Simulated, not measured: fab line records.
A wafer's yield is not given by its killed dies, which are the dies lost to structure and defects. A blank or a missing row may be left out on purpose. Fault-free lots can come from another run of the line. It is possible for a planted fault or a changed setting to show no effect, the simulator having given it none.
fab line records ; flow sky130 ; part 2 of 2: steps 41 to 42 of 42
[record] lots = 5; wafers = 15; last-day = 50
route steps=708 shown GATE_OXIDE@192 POLY_GATE@204 RES_PROTECT@206 PAD_OPEN@708
lots untouched by any fault: they come from a run of this same line in which no faults occurred
start-h: hours from the record's first day to the start of the lot's first wafer shown ; wait-h: time in hours since the lot's previous step ; " same as the row above ; L1.1+2: a row that stands for several wafers ; - no value present, or no start provided ; * or withheld: withheld ; < > ~ a bound
route shown NAME@n: NAME is a module with steps in the file, n the number in the route of the first one ; usual: mean/standard deviation of fault-free wafers ; same: alike in all rows ; chamber/n: place in a boat ; sites: the reading at each site ; _std_site: how widely they spread, as a standard deviation ; _edge_site: mean of outer sites minus mean of inner sites ; radius-mm: how far each site lies from the wafer's centre ; mask NAME#n: copy n ; behind: the tool/chamber that last shaped the wafer ; hold: cause of the lot's hold/its duration in hours/its outcome ; device: the n, p or np transistor that did not switch ; end of line: at the end of the route, the tests of the same wafers ; for a step that has no rows: nothing shown but its recipe ; killed: dies lost to structure and defects at the first sort, not the wafer's yield ; map: dies across one wafer; x = killed, . = not, _ = none there
set.NAME: setting as actually run; set.NAME@STEP: the setting as run at that earlier step ; model.NAME: the simulator's own value behind a step, which no gauge read
lots seen at some steps along the route; tables by step, rows by wafer
services: the hour from which a tool's chamber was out of use, counted from the record's first day as start-h (under 0 if before that day), plus the number of hours and why
[[steps]]
[step SKY_POLY_GATE_STRIP_18]
[recipe] chemistry = O2/N2; power-w = 1400; pressure-mtorr = 1500; platen-temp-c = withheld; o2-flow-sccm = 3000; n2-flow-sccm = 300; overash-fraction = 0.5
[usual] chamber-pressure-mTorr = 1500.0/1.5; drypump-motor-current-A = 5.8/0.67; oes-product-au = 0.361/0.0048; strip-time-to-endpoint-s = 3.173/0.024
lot.wafer;tool;chamber;start-h;wait-h;chamber-pressure-mTorr;drypump-motor-current-A;oes-product-au;rf-hours-counter-h;strip-time-to-endpoint-s
L259.1;plasma-asher-01;0;362.24;0.0;1499.6;5.8;0.350;23;3.183
L259.3;plasma-asher-01;0;362.24;0.0;1498.4;5.8;0.359;-;3.145
L259.6;plasma-asher-01;0;362.24;0.0;1502.0;5.8;0.359;-;3.165
L261.2;plasma-asher-04;0;385.25;0.0;1501.3;6.8;0.369;72;3.185
L261.3;plasma-asher-04;1;385.25;0.0;1501.7;5.8;0.368;-;3.202
L261.4;plasma-asher-04;0;385.25;0.0;1504.9;6.9;0.357;-;3.181
L266.1;plasma-asher-04;1;436.29;0.0;1501.3;5.8;0.360;1;3.182
L266.3;plasma-asher-04;0;436.29;0.0;1499.5;6.8;0.362;-;3.146
L266.6;plasma-asher-04;0;436.29;0.0;1500.2;6.8;0.362;-;3.164
L273.1;plasma-asher-01;1;497.74;0.0;1499.5;4.8;0.359;37;3.150
L273.4;plasma-asher-01;0;497.74;0.0;1502.5;5.8;0.358;-;3.178
L273.6;plasma-asher-01;1;497.74;0.0;1497.0;4.8;0.356;-;3.134
L282.1;plasma-asher-02;0;570.89;0.0;1501.9;6.3;0.363;72;3.161
L282.3;plasma-asher-02;1;570.89;0.0;1500.7;6.0;0.367;-;3.165
L282.4;plasma-asher-02;0;570.89;0.0;1500.4;6.3;0.363;-;3.210
[step SKY_PAD_OPEN_PROBE_99]
[usual] killed_at_M0_to_M3 = 43/6.7; killed_at_M4_up = 3.2/1.8; killed-at-contacts = 25/5.2; killed-at-front-end = 15/4.4; killed-at-other = 0.2/0.4; killed-dies = 87/9.3; killed-open = 48/7.1; killed-short = 39/6
[same] gross-dies = 492; killed-at-back-side = 0
lot.wafer;tool;chamber;start-h;wait-h;killed_at_M0_to_M3;killed_at_M4_up;killed-at-contacts;killed-at-front-end;killed-at-other;killed-dies;killed-open;killed-short;model.etest.res-high-po.line-ohm-um;model.etest.res-poly.line-ohm-um;model.etest.res-high-po.rs-ohm-sq;model.etest.res-poly.rs-ohm-sq;model.etest.cap-li-to-poly.c-af-um2
L259.1;prober-01;-;1078.25;0.1;43;3;21;23;1;91;47;44;752.9;542.2;262.6;48.3;99.19
L259.3;prober-01;-;1078.35;0.2;28;2;28;18;0;76;48;28;748.5;518.8;263;48.2;99.23
L259.6;prober-01;-;1078.50;0.2;48;0;26;16;0;90;54;36;736.1;518.3;258.6;48.02;97.73
L261.2;prober-01;-;1084.18;0.1;48;5;33;11;0;97;52;45;760.2;518.2;264.1;47.87;98.06
L261.3;prober-01;-;1084.23;0.2;51;3;16;17;0;87;37;50;762.5;520.8;266.7;48.89;99.99
L261.4;prober-01;-;1084.28;0.2;39;3;31;11;0;84;44;40;734.7;498.5;262.9;47.87;100.7
L266.1;prober-01;-;1120.18;0.1;43;4;20;12;0;79;52;27;711.9;497.8;252;46.82;100.8
L266.3;prober-01;-;1120.28;0.2;44;0;28;14;0;86;44;42;745.9;523.4;257.4;47.24;96.66
L266.6;prober-01;-;1120.43;0.2;42;2;21;23;0;88;43;45;729.4;493.9;256.5;47.36;98.74
L273.1;prober-01;-;1159.93;0.1;45;4;18;10;0;77;45;32;807.7;565.8;282.2;52.52;92.86
L273.4;prober-01;-;1160.08;0.2;33;2;25;15;1;76;38;38;813.9;553.9;281.1;52.27;92.44
L273.6;prober-01;-;1160.18;0.2;54;2;24;24;1;105;55;50;793.8;552.8;276.6;51.95;94.57
L282.1;prober-02;-;1201.42;0.1;40;5;27;11;0;83;48;35;733.5;499.1;252.3;46.98;99.88
L282.3;prober-02;-;1201.52;0.2;52;2;21;7;1;83;49;34;720.2;506.6;255.5;47.84;97.36
L282.4;prober-02;-;1201.57;0.2;37;2;25;11;0;75;36;39;741.7;499.7;262.1;48.51;94.25
// killed by level:class
L259.1 VIA1:geometric-particle:open=9 VIA2:geometric-particle:open=7 POLY_GATE:geometric-particle:open=7 POLY_GATE:geometric-particle:short=7 METAL2:geometric-particle:short=7 LI_CONTACT:geometric-particle:open=6 CONTACT:geometric-particle:open=6 FIELD_ISO:geometric-particle:open=5
L259.3 LI_CONTACT:geometric-particle:open=10 CONTACT:geometric-particle:open=10 VIA1:geometric-particle:open=7 FIELD_ISO:geometric-particle:open=6 VIA2:geometric-particle:open=6 VIA3:geometric-particle:open=5 FIELD_ISO:geometric-particle:short=4 CONTACT:geometric-particle:short=4
L259.6 VIA1:geometric-particle:open=13 CONTACT:geometric-particle:open=10 VIA3:geometric-particle:open=7 FIELD_ISO:geometric-particle:open=6 LOCAL_INTERCONNECT:geometric-particle:short=6 FIELD_ISO:geometric-particle:short=5 LI_CONTACT:geometric-particle:open=5 VIA1:geometric-particle:short=5
L261.2 LI_CONTACT:geometric-particle:open=12 METAL1:geometric-particle:short=11 VIA1:geometric-particle:open=10 VIA3:geometric-particle:open=9 LOCAL_INTERCONNECT:geometric-particle:short=6 CONTACT:geometric-particle:short=6 VIA2:geometric-particle:open=5 METAL2:geometric-particle:short=5
L261.3 VIA1:geometric-particle:short=8 VIA3:geometric-particle:open=7 METAL1:geometric-particle:short=7 POLY_GATE:geometric-particle:short=6 LOCAL_INTERCONNECT:geometric-particle:short=6 VIA1:geometric-particle:open=6 CONTACT:geometric-particle:short=5 VIA3:geometric-particle:short=5
L261.4 VIA1:geometric-particle:open=10 CONTACT:geometric-particle:open=8 LI_CONTACT:geometric-particle:open=7 METAL1:geometric-particle:short=7 VIA2:geometric-particle:open=6 POLY_GATE:geometric-particle:open=5 LI_CONTACT:geometric-particle:short=5 CONTACT:geometric-particle:short=5
L266.1 VIA1:geometric-particle:open=12 VIA3:geometric-particle:open=7 CONTACT:geometric-particle:open=7 LI_CONTACT:geometric-particle:open=5 VIA2:geometric-particle:open=5 FIELD_ISO:geometric-particle:open=4 CONTACT:geometric-particle:short=4 VIA1:geometric-particle:short=4
L266.3 LI_CONTACT:geometric-particle:open=9 METAL1:geometric-particle:short=8 METAL2:geometric-particle:short=7 CONTACT:geometric-particle:short=7 CONTACT:geometric-particle:open=7 VIA3:geometric-particle:open=7 VIA2:geometric-particle:open=6 FIELD_ISO:geometric-particle:short=5
L266.6 FIELD_ISO:geometric-particle:open=10 VIA3:geometric-particle:short=10 VIA2:geometric-particle:open=7 CONTACT:geometric-particle:open=7 LI_CONTACT:geometric-particle:open=6 VIA2:geometric-particle:short=6 FIELD_ISO:geometric-particle:short=5 LOCAL_INTERCONNECT:geometric-particle:short=5
L273.1 VIA1:geometric-particle:open=8 METAL2:geometric-particle:short=8 VIA2:geometric-particle:open=7 CONTACT:geometric-particle:open=7 VIA3:geometric-particle:open=7 LI_CONTACT:geometric-particle:open=5 FIELD_ISO:geometric-particle:open=4 VIA1:geometric-particle:short=4
L273.4 CONTACT:geometric-particle:open=9 FIELD_ISO:geometric-particle:short=7 VIA2:geometric-particle:open=6 LI_CONTACT:geometric-particle:open=5 VIA1:geometric-particle:open=5 METAL2:geometric-particle:short=5 METAL1:geometric-particle:short=4 LI_CONTACT:geometric-particle:short=4
L273.6 FIELD_ISO:geometric-particle:open=10 METAL2:geometric-particle:short=10 VIA1:geometric-particle:open=10 CONTACT:geometric-particle:open=9 METAL1:geometric-particle:short=6 LI_CONTACT:geometric-particle:short=5 VIA2:geometric-particle:open=5 VIA3:geometric-particle:open=5
L282.1 CONTACT:geometric-particle:open=10 VIA3:geometric-particle:open=7 METAL2:geometric-particle:short=7 LI_CONTACT:geometric-particle:open=6 VIA1:geometric-particle:short=6 CONTACT:geometric-particle:short=5 VIA2:geometric-particle:open=5 FIELD_ISO:geometric-particle:open=4
L282.3 VIA2:geometric-particle:open=11 VIA1:geometric-particle:open=9 LI_CONTACT:geometric-particle:open=8 CONTACT:geometric-particle:open=7 METAL2:geometric-particle:short=6 VIA3:geometric-particle:open=6 VIA1:geometric-particle:short=5 METAL1:geometric-particle:short=4
L282.4 LI_CONTACT:geometric-particle:open=9 METAL2:geometric-particle:short=7 CONTACT:geometric-particle:open=6 VIA1:geometric-particle:open=5 LOCAL_INTERCONNECT:geometric-particle:short=5 METAL1:geometric-particle:short=4 VIA3:geometric-particle:open=4 METAL3:geometric-particle:short=4
[[services]]
tool;chamber;start-h;hours;kind
rie-diel-04;1;308.46;3.1;repair
wet-bench-02;-;309.27;4.3;repair
plasma-asher-04;-;317.28;3.5;repair
rie-diel-04;3;317.84;44.0;repair
rie-diel-04;2;353.16;7.1;repair
rie-si-01;0;354.64;7.5;repair
rie-diel-01;1;381.52;4.9;repair
lpcvd-01;-;396.74;14.6;pm
plasma-asher-02;-;398.54;0.4;repair
plasma-asher-04;-;399.44;9.5;pm
rie-diel-04;-;406.97;14.6;pm
plasma-asher-04;-;421.25;9.0;pm
plasma-asher-04;-;425.74;2.7;repair
wet-bench-02;-;427.57;2.8;repair
rie-si-01;1;432.78;2.3;repair
rie-diel-01;1;440.42;4.3;repair
rie-si-01;-;441.88;2.8;pm
rie-si-01;0;445.56;32.4;repair
rie-diel-01;0;470.10;3.6;repair
rie-si-01;2;474.53;12.6;repair
rie-diel-04;-;478.06;0.2;repair
rie-diel-01;3;483.72;5.9;repair
rie-diel-04;-;494.12;0.5;repair
rie-diel-01;-;512.20;15.6;pm
[[key]]
[first-sign] step = SKY_POLY_GATE_CVD_00; reading = susceptor-temp-C; direction = down; sigmas = 13; usual = *; struck = *
[effect] step = SKY_POLY_GATE_CVD_00; reading = spike-tc-upper-C; direction = down; sigmas = 5; usual = 620.7; struck = 615.1
[effect] step = SKY_POLY_GATE_THK_MEAS_01; reading = POLY_GATE_CVD_00_THK; direction = down; sigmas = 11; usual = 179.6; struck = 162.0
[effect] step = SKY_POLY_GATE_ETCH_17; reading = oes-product-au; direction = down; sigmas = 10; usual = 0.985; struck = 0.925
[model-effect] step = SKY_POLY_GATE_CVD_00; value = poly-Si_of_POLY_GATE_CVD_00.thk-nm; without = 179; struck = 162
[model-effect] step = SKY_RES_PROTECT_CLEAN_09; value = poly-Si_of_POLY_GATE_CVD_00.thk-nm; without = 178.4; struck = 161.4
[model-effect] step = SKY_POLY_GATE_ETCH_17; value = etch.depth-nm; without = 178.1; struck = 161.4
[model-effect] step = SKY_PAD_OPEN_PROBE_99; value = etest.res-high-po.line-ohm-um; without = 737.1; struck = 805.2
met-at SKY_POLY_GATE_CVD_00
struck-wafers L273.1,L273.4,L273.6
tester-left-out L273
[fault] kind = process-parameter-drift; tool = lpcvd-01; chamber = 0; onset-h = 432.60; steps = SKY_POLY_GATE_CVD_00; channel = temp-c; offset = *; shape = step; end-h = 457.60; stated = *
// tester-left-out: of these lots the tester's yield and bins aren't shown, on N5 and GAA mostly nor the transistor test; their killed dies are dies lost to structure and defects alone, not to doping, threshold or leakage, so they don't give the yield
